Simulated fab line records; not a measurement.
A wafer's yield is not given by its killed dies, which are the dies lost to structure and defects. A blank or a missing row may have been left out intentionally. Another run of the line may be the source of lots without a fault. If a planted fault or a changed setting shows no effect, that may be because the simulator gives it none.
fab line records	flow sky130
[record] lots = 11	wafers = 33	last-day = 50
route steps=708 shown METAL4@632 VIA4@652 PAD_OPEN@702
lots untouched by any fault: they come from a run of this same line in which no faults occurred
start-h: the number of hours between the record's first day and the start of the first shown wafer of the lot	wait-h: time in hours since the lot's previous step	" repeats the value in the row above	L1.1+2: a row that stands for several wafers	- either no value or no given start	* or withheld: withheld	< > ~ a bound
route shown NAME@n: NAME is a module with steps in the file, n the number in the route of the first one	usual: average and standard deviation across the fault-free wafers	same: alike in all rows	chamber/n: place in a boat	sites: per-site readings	_std_site: standard deviation across them	_edge_site: outer sites' mean less inner sites'	radius-mm: for every site, how far away it sits from the centre of the wafer	mask NAME#n: copy n	behind: the tool/chamber that last shaped the wafer	hold: cause of the lot's hold/its duration in hours/its outcome	device: which transistor (n, p or np) failed to switch	end of line: the same wafers' tests at the end of the route	where a step has no rows: the recipe by itself	killed: not the wafer's yield, but the dies lost to structure and defects at the first sort	map: the dies of a wafer, with x for killed, . for not killed, _ for no die there
set.NAME: the setting the step ran with; set.NAME@STEP: the setting that earlier step ran with	model.NAME: the simulator's own value behind a step, which no gauge read
steps of the route over a sample of lots; a table a step, a row a wafer
services: a tool's chamber out of use, with start hour (start-h, from the record's first day; less than 0 if before it), hours out, and reason
[[steps]]
[step SKY_METAL4_ETCH_16]
[recipe] chemistry = N2/H2	target = BARC	ion-energy-ev = 200	bias-w = 100	pressure-mtorr = 30	n2-flow-sccm = 100	h2-flow-sccm = 200	icp-w = 500	stop-on = SiO2	time-s = 88.2	target-depth-a = 600
[usual] drypump-motor-current-A = 5.92/0.19	oes-product-au = 0.625/0.0043	throttle-valve-pct = 13.204/0.0081
lot.wafer	tool	chamber	start-h	wait-h	drypump-motor-current-A	oes-product-au	rf-hours-counter-h	throttle-valve-pct
L820.1	rie-metal-01	0	985.25	0.0	5.75	0.621	21	13.213
L820.2	"	1	"	"	5.82	0.620	7	13.216
L820.3	"	1	"	"	5.79	0.626	-	13.206
L823.1	rie-metal-01	1	1009.76	0.0	5.83	0.620	8	13.207
L823.3	"	0	"	"	5.76	0.634	-	13.191
L823.6	"	1	"	"	5.80	0.624	-	13.192
L824.1	rie-metal-03	1	1021.00	0.0	5.88	0.621	19	13.201
L824.3	"	1	"	"	5.91	0.625	-	13.198
L824.4	"	0	"	"	5.93	0.626	-	13.204
L825.1	rie-metal-01	1	1030.19	0.1	5.82	0.629	9	13.193
L825.3	"	1	"	"	5.81	0.622	-	13.185
L825.4	"	1	"	"	5.82	0.620	-	13.214
L826.4	rie-metal-03	0	1032.89	0.0	5.93	0.626	-	13.215
L826.5	"	0	"	"	5.89	0.628	-	13.198
L826.6	"	1	"	"	5.86	0.626	-	13.192
L827.1	rie-metal-04	1	1041.61	0.0	5.95	0.623	18	13.207
L827.2	"	0	"	"	6.37	0.622	2	13.217
L827.4	"	1	"	"	5.95	0.632	-	13.211
L831.4	rie-metal-03	0	1074.99	0.0	5.91	0.624	-	13.210
L831.5	"	1	"	"	5.87	0.631	-	13.207
L831.6	"	0	"	"	5.92	0.622	-	13.199
L833.1	rie-metal-01	0	1076.65	0.0	5.74	0.627	2	13.216
L833.3	"	1	"	"	5.82	0.627	-	13.198
L833.6	"	0	"	"	5.76	0.630	-	13.198
L835.1	rie-metal-03	1	1090.91	0.0	5.81	0.622	24	13.217
L835.2	"	0	"	"	5.91	0.625	19	13.205
L835.5	"	0	"	"	5.90	0.629	-	13.202
L834.2	rie-metal-03	0	1096.10	0.0	5.90	0.629	20	13.199
L834.3	"	1	"	"	5.88	0.627	-	13.194
L834.5	"	0	"	"	5.91	0.620	-	13.210
L840.2	rie-metal-01	1	1114.65	0.0	5.79	0.624	16	13.204
L840.4	"	1	"	"	5.79	0.627	-	13.195
L840.6	"	0	"	"	5.74	0.629	-	13.193
[step SKY_VIA4_STRIP_13]
[recipe] chemistry = O2/N2	power-w = 1400	pressure-mtorr = 1500	platen-temp-c = withheld	o2-flow-sccm = 3000	n2-flow-sccm = 300	overash-fraction = 0.5
[usual] drypump-motor-current-A = 6.12/0.28	oes-product-au = 0.710/0.0042	strip-time-to-endpoint-s = 12.799/0.029
lot.wafer	tool	chamber	start-h	wait-h	drypump-motor-current-A	oes-product-au	rf-hours-counter-h	strip-time-to-endpoint-s
L820.1	plasma-asher-01	1	1009.78	-	6.35	0.710	90	12.768
L820.2	"	0	"	"	6.05	0.716	90	12.797
L820.3	"	0	"	"	6.05	0.713	-	12.815
L823.1	plasma-asher-02	0	1034.14	-	6.68	0.719	28	12.797
L823.3	"	1	"	"	6.10	0.712	-	12.784
L823.6	"	0	"	"	6.68	0.713	-	12.827
L824.1	plasma-asher-04	0	1044.78	-	5.74	0.709	62	12.824
L824.3	"	1	"	"	5.90	0.711	-	12.869
L824.4	"	0	"	"	5.74	0.707	-	12.779
L825.1	plasma-asher-01	0	1053.69	-	6.06	0.719	94	12.815
L825.3	"	1	"	"	6.39	0.708	-	12.757
L825.4	"	0	"	"	6.04	0.707	-	12.795
L826.4	plasma-asher-01	1	1057.26	-	6.33	0.716	-	12.814
L826.5	"	1	"	"	6.36	0.706	-	12.787
L826.6	"	0	"	"	6.02	0.705	-	12.785
L827.1	plasma-asher-01	0	1064.74	-	6.03	0.702	96	12.786
L827.2	"	1	"	"	6.37	0.708	96	12.821
L827.4	"	0	"	"	6.06	0.702	-	12.841
L831.4	plasma-asher-01	0	1097.07	-	6.03	0.711	-	12.775
L831.5	"	1	"	"	6.38	0.710	-	12.810
L831.6	"	0	"	"	6.03	0.707	-	12.811
L833.1	plasma-asher-01	1	1098.49	-	6.37	0.716	99	12.752
L833.3	"	0	"	"	6.03	0.715	-	12.802
L833.6	"	1	"	"	6.39	0.710	-	12.767
L835.1	plasma-asher-01	1	1112.89	-	6.36	0.705	100	12.830
L835.2	"	0	"	"	6.04	0.714	100	12.781
L835.5	"	0	"	"	6.04	0.717	-	12.797
L834.2	plasma-asher-02	0	1117.33	-	6.69	0.712	35	12.770
L834.3	"	1	"	"	6.09	0.705	-	12.803
L834.5	"	0	"	"	6.70	0.712	-	12.848
L840.2	plasma-asher-02	1	1135.23	-	6.07	0.710	37	12.768
L840.4	"	1	"	"	6.07	0.714	-	12.781
L840.6	"	1	"	"	6.07	0.707	-	12.783
[step SKY_VIA4_CVD_18]
[recipe] material = W	target-thk-nm = 505	time-s = 152.14	temp-c = 400	pressure-torr = 40
[usual] heater-power-outer-w = 537/82	heater-power-w = 866/99
lot.wafer	tool	chamber	start-h	wait-h	heater-power-outer-w	heater-power-w
L820.1	cvd-w-02	1	1010.48	0.0	410	713
L820.2	"	0	"	"	603	963
L820.3	"	1	"	"	412	719
L823.1	cvd-w-01	0	1034.79	0.0	481	792
L823.3	"	1	"	"	608	944
L823.6	"	0	"	"	466	779
L824.1	cvd-w-02	0	1045.47	0.0	591	996
L824.3	"	1	"	"	427	728
L824.4	"	0	"	"	614	997
L825.1	cvd-w-01	0	1054.38	0.0	477	797
L825.3	"	0	"	"	462	797
L825.4	"	1	"	"	613	924
L826.4	cvd-w-01	1	1057.97	0.1	629	937
L826.5	"	1	"	"	601	957
L826.6	"	0	"	"	487	795
L827.1	cvd-w-02	0	1065.39	0.0	602	975
L827.2	"	1	"	"	406	715
L827.4	"	1	"	"	409	700
L831.4	cvd-w-01	1	1097.75	0.1	629	940
L831.5	"	1	"	"	611	956
L831.6	"	0	"	"	485	796
L833.1	cvd-w-01	1	1099.14	0.0	623	926
L833.3	"	0	"	"	485	789
L833.6	"	0	"	"	470	801
L835.1	cvd-w-01	0	1113.54	0.0	478	796
L835.2	"	1	"	"	614	935
L835.5	"	0	"	"	500	798
L834.2	cvd-w-01	1	1117.98	0.0	611	957
L834.3	"	1	"	"	617	951
L834.5	"	1	"	"	615	959
L840.2	cvd-w-01	0	1135.90	0.0	480	797
L840.4	"	0	"	"	487	784
L840.6	"	1	"	"	623	946
[step SKY_PAD_OPEN_STRIP_08]
[recipe] chemistry = O2/N2	power-w = 1400	pressure-mtorr = 1500	platen-temp-c = withheld	overash-fraction = 0.7	o2-flow-sccm = 3000	n2-flow-sccm = 300
[usual] drypump-motor-current-A = 6.16/0.25	oes-product-au = 0.663/0.0045	strip-time-to-endpoint-s = 37.12/0.1
lot.wafer	tool	chamber	start-h	wait-h	drypump-motor-current-A	oes-product-au	rf-hours-counter-h	strip-time-to-endpoint-s
L820.1	plasma-asher-03	1	1078.53	0.1	6.28	0.666	2	37.17
L820.2	"	0	"	"	6.19	0.661	2	37.30
L820.3	"	1	"	"	6.29	0.659	-	37.18
L823.1	plasma-asher-03	1	1102.98	0.1	6.25	0.659	4	36.95
L823.3	"	1	"	"	6.27	0.663	-	37.11
L823.6	"	1	"	"	6.26	0.667	-	36.93
L824.1	plasma-asher-04	0	1110.32	0.1	5.79	0.669	69	37.22
L824.3	"	0	"	"	5.80	0.666	-	37.18
L824.4	"	1	"	"	5.88	0.664	-	37.19
L825.1	plasma-asher-03	1	1116.87	0.1	6.27	0.664	5	36.94
L825.3	"	0	"	"	6.15	0.662	-	37.12
L825.4	"	1	"	"	6.27	0.668	-	36.95
L826.4	plasma-asher-02	0	1121.65	0.1	6.70	0.663	-	37.13
L826.5	"	0	"	"	6.69	0.665	-	37.01
L826.6	"	1	"	"	6.06	0.658	-	37.24
L827.1	plasma-asher-04	0	1127.48	0.1	5.73	0.658	71	37.32
L827.2	"	1	"	"	5.90	0.655	71	37.26
L827.4	"	1	"	"	5.90	0.656	-	37.39
L831.4	plasma-asher-04	0	1157.52	0.1	5.77	0.663	-	37.00
L831.5	"	0	"	"	5.79	0.666	-	37.02
L831.6	"	1	"	"	5.92	0.671	-	37.07
L833.1	plasma-asher-02	0	1157.58	0.1	6.71	0.660	39	37.09
L833.3	"	1	"	"	6.06	0.663	-	37.07
L833.6	"	0	"	"	6.68	0.667	-	37.14
L835.1	plasma-asher-03	1	1170.23	0.1	6.34	0.668	10	37.12
L835.2	"	0	"	"	6.17	0.664	10	37.15
L835.5	"	0	"	"	6.18	0.665	-	36.98
L834.2	plasma-asher-03	0	1175.48	0.1	6.18	0.665	11	37.11
L834.3	"	1	"	"	6.27	0.649	-	37.05
L834.5	"	0	"	"	6.18	0.660	-	37.12
L840.2	plasma-asher-04	0	1189.28	0.1	5.75	0.664	77	37.12
L840.4	"	0	"	"	5.76	0.670	-	37.19
L840.6	"	0	"	"	5.76	0.672	-	37.10
[step SKY_PAD_OPEN_PROBE_99]
[usual] defect-limited-yield = 82.7/1.7	killed_at_M0_to_M3 = 44/7.1	killed_at_M4_up = 3.3/1.8	killed-at-contacts = 23/5.5	killed-at-front-end = 15/4.5	killed-at-other = 0.2/0.48	killed-dies = 85/8.4	killed-on-rim = 17/3.5	killed-open = 46/6.6	killed-short = 39/6.1	sort_bin_3_pad_short = 0.9/0.36	sort_bin_5_function = 10.3/1.4	sort_bin_6_memory = 6.2/1	sort-n-pass = 407/8.4	sort-yield-pct = 82.7/1.7
[same] gross-dies = 492	killed-at-back-side = 0	sort_bin_4_leakage[%] = 0	sort_bin_8_speed[%] = 0
lot.wafer	tool	chamber	start-h	wait-h	defect-limited-yield[%]	killed_at_M0_to_M3	killed_at_M4_up	killed-at-contacts	killed-at-front-end	killed-at-other	killed-dies	killed-on-rim	killed-open	killed-short	sort_bin_3_pad_short[%]	sort_bin_5_function[%]	sort_bin_6_memory[%]	sort-n-pass	sort-yield-pct[%]
L820.1	prober-01	-	1080.78	0.1	82.7	39	4	25	16	1	85	16	50	34	0.8	8.9	7.5	407	82.7
L820.2	prober-01	-	1080.83	0.1	81.5	50	7	21	13	0	91	13	41	50	0.8	9.8	7.9	401	81.5
L820.3	prober-01	-	1080.88	0.2	81.9	39	5	31	14	0	89	22	41	47	0.6	10.4	7.1	403	81.9
L823.1	prober-01	-	1105.21	0.1	82.9	40	3	24	17	0	84	16	41	43	1.0	10.6	5.5	408	82.9
L823.3	prober-01	-	1105.31	0.2	82.5	43	2	22	18	1	86	19	41	44	1.4	9.6	6.5	406	82.5
L823.6	prober-01	-	1105.46	0.2	79.1	60	3	12	28	0	103	18	58	45	0.8	13.6	6.5	389	79.1
L824.1	prober-02	-	1112.53	0.1	82.5	48	4	18	16	0	86	20	43	43	0.6	11.6	5.3	406	82.5
L824.3	prober-02	-	1112.63	0.2	83.5	45	6	16	14	0	81	20	37	44	1.2	9.8	5.5	411	83.5
L824.4	prober-02	-	1112.68	0.2	81.7	50	2	26	12	0	90	16	51	39	1.2	12.2	4.9	402	81.7
L825.1	prober-02	-	1119.10	0.1	82.3	43	3	24	17	0	87	14	43	44	1.0	10.6	6.1	405	82.3
L825.3	prober-02	-	1119.20	0.2	80.7	57	1	18	19	0	95	17	49	43	0.6	12.0	6.7	397	80.7
L825.4	prober-02	-	1119.25	0.2	83.7	38	8	22	12	0	80	22	45	32	0.4	9.8	6.1	412	83.7
L826.4	prober-01	-	1124.42	0.2	83.1	53	3	14	13	0	83	16	37	46	0.8	10.4	5.7	409	83.1
L826.5	prober-01	-	1124.47	0.2	85.4	44	3	15	10	0	72	15	49	23	0.2	9.6	4.9	420	85.4
L826.6	prober-01	-	1124.52	0.2	83.1	42	5	25	10	1	83	18	43	40	1.0	10.2	5.7	409	83.1
L827.1	prober-02	-	1129.82	0.1	80.9	37	4	37	15	1	94	15	56	37	1.2	9.6	8.3	398	80.9
L827.2	prober-02	-	1129.87	0.1	83.9	42	3	22	12	0	79	16	42	37	0.6	10.2	5.3	413	83.9
L827.4	prober-02	-	1129.97	0.2	79.9	45	3	35	16	0	99	23	54	45	0.6	12.2	7.3	393	79.9
L833.1	prober-01	-	1159.89	0.1	75.4	48	44	19	10	0	121	23	50	32	1.6	15.0	7.9	371	75.4
L833.3	prober-01	-	1159.99	0.2	83.5	50	2	21	8	0	81	21	46	34	0.6	9.6	6.3	411	83.5
L833.6	prober-01	-	1160.14	0.2	77.4	39	44	9	19	0	111	18	42	26	1.2	14.4	6.9	381	77.4
L831.4	prober-02	-	1159.95	0.2	81.5	44	2	30	15	0	91	7	48	43	1.0	12.0	5.5	401	81.5
L831.5	prober-02	-	1160.00	0.2	75.6	35	44	25	16	0	120	23	41	37	1.6	15.9	6.9	372	75.6
L831.6	prober-02	-	1160.05	0.2	82.9	48	5	14	16	1	84	19	37	46	0.6	10.4	6.1	408	82.9
L835.1	prober-02	-	1172.45	0.1	75.4	47	41	24	9	0	121	22	40	43	1.0	17.7	5.9	371	75.4
L835.2	prober-02	-	1172.50	0.1	80.3	42	3	33	19	0	97	20	59	38	0.6	12.6	6.5	395	80.3
L835.5	prober-02	-	1172.65	0.2	83.1	41	1	29	12	0	83	20	41	42	1.0	10.0	5.9	409	83.1
L834.2	prober-02	-	1177.74	0.1	85.0	28	1	30	15	0	74	13	41	33	0.8	9.8	4.5	418	85.0
L834.3	prober-02	-	1177.79	0.2	82.1	49	4	16	16	3	88	17	48	40	0.6	9.3	7.9	404	82.1
L834.5	prober-02	-	1177.89	0.2	82.9	31	3	25	25	0	84	20	42	42	0.8	9.3	6.9	408	82.9
L840.2	prober-02	-	1191.67	0.1	83.7	44	5	14	17	0	80	17	41	38	0.8	10.6	4.9	412	83.7
L840.4	prober-02	-	1191.77	0.2	85.8	29	2	21	18	0	70	17	38	32	1.2	7.3	5.7	422	85.8
L840.6	prober-02	-	1191.87	0.2	82.9	49	2	19	14	0	84	17	56	27	0.4	11.0	5.7	408	82.9
// killed by level:class
L820.1 CONTACT:geometric-particle:open=12 VIA1:geometric-particle:open=8 LI_CONTACT:geometric-particle:open=7 VIA2:geometric-particle:open=7 FIELD_ISO:geometric-particle:open=6 VIA3:geometric-particle:open=6 FIELD_ISO:geometric-particle:short=5 METAL1:geometric-particle:short=5
L820.2 VIA1:geometric-particle:open=12 CONTACT:geometric-particle:open=8 METAL2:geometric-particle:short=7 METAL3:geometric-particle:short=7 METAL4:geometric-particle:short=6 METAL1:geometric-particle:short=6 VIA2:geometric-particle:open=5 LI_CONTACT:geometric-particle:open=5
L820.3 CONTACT:geometric-particle:open=11 METAL2:geometric-particle:short=8 VIA1:geometric-particle:open=7 LOCAL_INTERCONNECT:geometric-particle:short=7 VIA2:geometric-particle:open=7 VIA1:geometric-particle:short=6 LI_CONTACT:geometric-particle:open=6 FIELD_ISO:geometric-particle:short=5
L823.1 VIA1:geometric-particle:open=11 LI_CONTACT:geometric-particle:open=8 FIELD_ISO:geometric-particle:short=7 LOCAL_INTERCONNECT:geometric-particle:short=6 VIA2:geometric-particle:open=6 CONTACT:geometric-particle:open=5 FIELD_ISO:geometric-particle:open=4 VIA1:geometric-particle:short=4
L823.3 VIA1:geometric-particle:open=9 METAL1:geometric-particle:short=7 VIA2:geometric-particle:open=7 LI_CONTACT:geometric-particle:short=6 VIA3:geometric-particle:open=6 POLY_GATE:geometric-particle:short=5 POLY_GATE:geometric-particle:open=5 LI_CONTACT:geometric-particle:open=4
L823.6 VIA3:geometric-particle:open=14 VIA2:geometric-particle:open=13 VIA1:geometric-particle:open=11 POLY_GATE:geometric-particle:short=10 FIELD_ISO:geometric-particle:short=6 VIA1:geometric-particle:short=5 METAL2:geometric-particle:short=5 CONTACT:geometric-particle:open=5
L824.1 VIA2:geometric-particle:open=9 METAL1:geometric-particle:short=8 LI_CONTACT:geometric-particle:open=7 VIA1:geometric-particle:open=7 POLY_GATE:geometric-particle:open=6 CONTACT:geometric-particle:open=6 VIA1:geometric-particle:short=6 POLY_GATE:geometric-particle:short=4
L824.3 VIA1:geometric-particle:open=15 METAL2:geometric-particle:short=10 VIA1:geometric-particle:short=6 VIA3:geometric-particle:open=5 VIA2:geometric-particle:short=5 LI_CONTACT:geometric-particle:open=4 LOCAL_INTERCONNECT:geometric-particle:short=4 POLY_GATE:geometric-particle:short=3
L824.4 VIA1:geometric-particle:open=13 LI_CONTACT:geometric-particle:open=9 VIA2:geometric-particle:open=8 POLY_GATE:geometric-particle:open=6 VIA1:geometric-particle:short=6 VIA3:geometric-particle:open=6 METAL1:geometric-particle:short=5 METAL2:geometric-particle:short=5
L825.1 VIA1:geometric-particle:open=12 CONTACT:geometric-particle:open=10 VIA1:geometric-particle:short=8 CONTACT:geometric-particle:short=6 METAL3:geometric-particle:short=6 FIELD_ISO:geometric-particle:open=5 VIA3:geometric-particle:open=5 METAL2:geometric-particle:short=4
L825.3 VIA1:geometric-particle:open=13 VIA3:geometric-particle:open=9 METAL1:geometric-particle:short=7 POLY_GATE:geometric-particle:open=6 VIA1:geometric-particle:short=6 VIA2:geometric-particle:open=5 VIA3:geometric-particle:short=5 POLY_GATE:geometric-particle:short=4
L825.4 CONTACT:geometric-particle:open=11 VIA1:geometric-particle:open=8 VIA2:geometric-particle:open=8 VIA2:geometric-particle:short=5 METAL4:geometric-particle:short=5 VIA3:geometric-particle:open=5 LI_CONTACT:geometric-particle:short=4 LI_CONTACT:geometric-particle:open=4
L826.4 VIA1:geometric-particle:open=14 VIA3:geometric-particle:open=8 VIA1:geometric-particle:short=7 FIELD_ISO:geometric-particle:short=6 VIA2:geometric-particle:short=6 METAL2:geometric-particle:short=5 LOCAL_INTERCONNECT:geometric-particle:short=4 VIA2:geometric-particle:open=4
L826.5 VIA1:geometric-particle:open=12 VIA2:geometric-particle:open=7 CONTACT:geometric-particle:open=6 FIELD_ISO:geometric-particle:open=5 VIA1:geometric-particle:short=5 LI_CONTACT:geometric-particle:open=4 VIA3:geometric-particle:open=4 METAL1:geometric-particle:open=3
L826.6 VIA1:geometric-particle:open=10 LI_CONTACT:geometric-particle:open=9 METAL2:geometric-particle:short=9 CONTACT:geometric-particle:open=6 VIA3:geometric-particle:open=6 METAL4:geometric-particle:short=4 CONTACT:geometric-particle:short=4 VIA1:geometric-particle:short=4
L827.1 CONTACT:geometric-particle:open=15 VIA1:geometric-particle:open=11 CONTACT:geometric-particle:short=10 VIA2:geometric-particle:open=9 FIELD_ISO:geometric-particle:open=6 LI_CONTACT:geometric-particle:open=4 FIELD_ISO:geometric-particle:short=3 LI_CONTACT:geometric-particle:short=3
L827.2 CONTACT:geometric-particle:open=11 VIA3:geometric-particle:open=8 VIA1:geometric-particle:open=7 METAL1:geometric-particle:short=6 VIA1:geometric-particle:short=6 CONTACT:geometric-particle:short=5 VIA2:geometric-particle:open=4 POLY_GATE:geometric-particle:open=3
L827.4 CONTACT:geometric-particle:open=15 VIA1:geometric-particle:open=11 CONTACT:geometric-particle:short=8 VIA2:geometric-particle:open=7 METAL2:geometric-particle:short=6 LI_CONTACT:geometric-particle:open=6 METAL1:geometric-particle:short=6 VIA3:geometric-particle:open=5
L833.1 VIA4:unspecified=39 VIA1:geometric-particle:open=11 CONTACT:geometric-particle:open=8 VIA2:geometric-particle:open=7 VIA3:geometric-particle:open=7 VIA1:geometric-particle:short=6 LI_CONTACT:geometric-particle:open=5 METAL4:geometric-particle:short=5
L831.4 CONTACT:geometric-particle:open=11 CONTACT:geometric-particle:short=10 VIA1:geometric-particle:open=10 VIA3:geometric-particle:open=7 VIA2:geometric-particle:open=6 LI_CONTACT:geometric-particle:open=5 FIELD_ISO:geometric-particle:short=4 FIELD_ISO:geometric-particle:open=4
L833.3 VIA1:geometric-particle:open=16 CONTACT:geometric-particle:open=8 VIA3:geometric-particle:open=8 VIA1:geometric-particle:short=7 VIA2:geometric-particle:open=6 CONTACT:geometric-particle:short=5 METAL2:geometric-particle:short=5 LI_CONTACT:geometric-particle:open=4
L831.5 VIA4:unspecified=41 CONTACT:geometric-particle:open=9 LI_CONTACT:geometric-particle:open=8 FIELD_ISO:geometric-particle:open=6 VIA1:geometric-particle:short=6 VIA2:geometric-particle:open=6 METAL1:geometric-particle:short=5 FIELD_ISO:geometric-particle:short=4
L831.6 VIA1:geometric-particle:open=9 VIA2:geometric-particle:open=8 METAL1:geometric-particle:short=7 VIA1:geometric-particle:short=5 POLY_GATE:geometric-particle:open=4 POLY_GATE:geometric-particle:short=4 LI_CONTACT:geometric-particle:open=4 METAL2:geometric-particle:short=4
L833.6 VIA4:unspecified=43 VIA1:geometric-particle:open=16 METAL2:geometric-particle:short=6 POLY_GATE:geometric-particle:open=5 CONTACT:geometric-particle:open=5 VIA3:geometric-particle:open=5 POLY_GATE:geometric-particle:short=4 VIA2:geometric-particle:open=4
L835.1 VIA4:unspecified=38 VIA3:geometric-particle:open=8 CONTACT:geometric-particle:open=7 METAL2:geometric-particle:short=7 VIA1:geometric-particle:open=6 LI_CONTACT:geometric-particle:open=6 CONTACT:geometric-particle:short=6 VIA2:geometric-particle:open=6
L835.2 LI_CONTACT:geometric-particle:open=11 VIA1:geometric-particle:open=9 POLY_GATE:geometric-particle:open=8 CONTACT:geometric-particle:open=8 VIA1:geometric-particle:short=7 LOCAL_INTERCONNECT:geometric-particle:short=7 VIA3:geometric-particle:open=7 FIELD_ISO:geometric-particle:open=6
L835.5 CONTACT:geometric-particle:open=11 LI_CONTACT:geometric-particle:open=6 METAL1:geometric-particle:short=6 CONTACT:geometric-particle:short=6 VIA1:geometric-particle:open=6 VIA1:geometric-particle:short=6 FIELD_ISO:geometric-particle:short=5 METAL2:geometric-particle:short=4
L834.2 CONTACT:geometric-particle:open=10 LI_CONTACT:geometric-particle:open=7 VIA3:geometric-particle:open=7 LOCAL_INTERCONNECT:geometric-particle:short=6 POLY_GATE:geometric-particle:short=5 SPACER:geometric-particle:open=4 LOCAL_INTERCONNECT:geometric-particle:open=4 METAL1:geometric-particle:short=4
L834.3 VIA3:geometric-particle:open=13 LI_CONTACT:geometric-particle:open=7 VIA2:geometric-particle:open=7 METAL1:geometric-particle:short=5 VIA1:geometric-particle:open=5 METAL2:geometric-particle:short=5 VIA2:geometric-particle:short=5 POLY_GATE:geometric-particle:open=4
L834.5 CONTACT:geometric-particle:open=9 LI_CONTACT:geometric-particle:open=9 FIELD_ISO:geometric-particle:short=6 POLY_GATE:geometric-particle:open=5 METAL1:geometric-particle:short=5 VIA1:geometric-particle:short=5 VIA3:geometric-particle:short=4 VIA1:geometric-particle:open=4
L840.2 VIA3:geometric-particle:open=8 VIA1:geometric-particle:open=8 METAL1:geometric-particle:short=6 CONTACT:geometric-particle:open=5 VIA1:geometric-particle:short=5 METAL2:geometric-particle:short=5 POLY_GATE:geometric-particle:short=4 METAL1:geometric-particle:open=4
L840.4 LI_CONTACT:geometric-particle:open=7 FIELD_ISO:geometric-particle:open=6 METAL1:geometric-particle:short=6 VIA1:geometric-particle:open=5 CONTACT:geometric-particle:open=4 POLY_GATE:geometric-particle:open=4 LOCAL_INTERCONNECT:geometric-particle:short=4 CONTACT:geometric-particle:short=4
L840.6 VIA1:geometric-particle:open=12 VIA2:geometric-particle:open=11 LI_CONTACT:geometric-particle:open=10 VIA1:geometric-particle:short=7 CONTACT:geometric-particle:open=6 POLY_GATE:geometric-particle:open=5 METAL2:geometric-particle:short=5 VIA3:geometric-particle:open=5
[[services]]
tool	chamber	start-h	hours	kind
plasma-asher-03	-	971.90	2.5	repair
cvd-w-02	1	972.26	21.6	repair
cvd-w-01	0	978.97	3.0	repair
cvd-w-02	-	982.52	2.8	pm
plasma-asher-02	-	993.85	2.8	pm
rie-metal-01	0	1027.76	-	clean
rie-metal-01	0	1027.76	10.8	scheduled-down
rie-metal-01	0	1027.76	10.8	vent-cycle
plasma-asher-04	-	1030.71	1.9	repair
plasma-asher-01	-	1041.62	0.9	repair
plasma-asher-04	-	1042.08	2.2	repair
plasma-asher-02	-	1051.52	14.6	pm
cvd-w-02	-	1052.20	1.7	repair
plasma-asher-03	-	1055.26	9.0	pm
plasma-asher-03	0	1055.26	9.0	vent-cycle
cvd-w-01	0	1061.26	13.5	repair
cvd-w-01	-	1085.76	1.2	repair
plasma-asher-03	-	1086.30	1.7	repair
cvd-w-02	0	1095.57	5.1	repair
plasma-asher-04	-	1103.84	2.8	pm
cvd-w-01	0	1127.20	8.6	repair
rie-metal-04	0	1139.26	3.7	repair
rie-metal-04	-	1147.11	0.4	repair
cvd-w-02	-	1151.73	1.3	repair
[[key]]
[first-sign] step = SKY_PAD_OPEN_PROBE_99	reading = killed_at_M4_up	direction = up	sigmas = 23	usual = 3.3	struck = 43.2
[effect] step = SKY_PAD_OPEN_PROBE_99	reading = defect-limited-yield	direction = down	sigmas = 3.9	usual = 82.7	struck = 76.0
met-at SKY_VIA4_STRIP_13
struck-lots L831,L833,L835
struck-wafers L831.5,L833.1,L833.6,L835.1
not-acting-at SKY_METAL4_ETCH_16,SKY_VIA4_CVD_18,SKY_PAD_OPEN_STRIP_08
onset-between 1064.74 1097.07
[fault] kind = chamber-particle-source	tool = plasma-asher-01	chamber = 1	onset-h = 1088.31	steps = SKY_VIA4_STRIP_13	rate-per-visit-cm2 = 0.40264	end-h = 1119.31
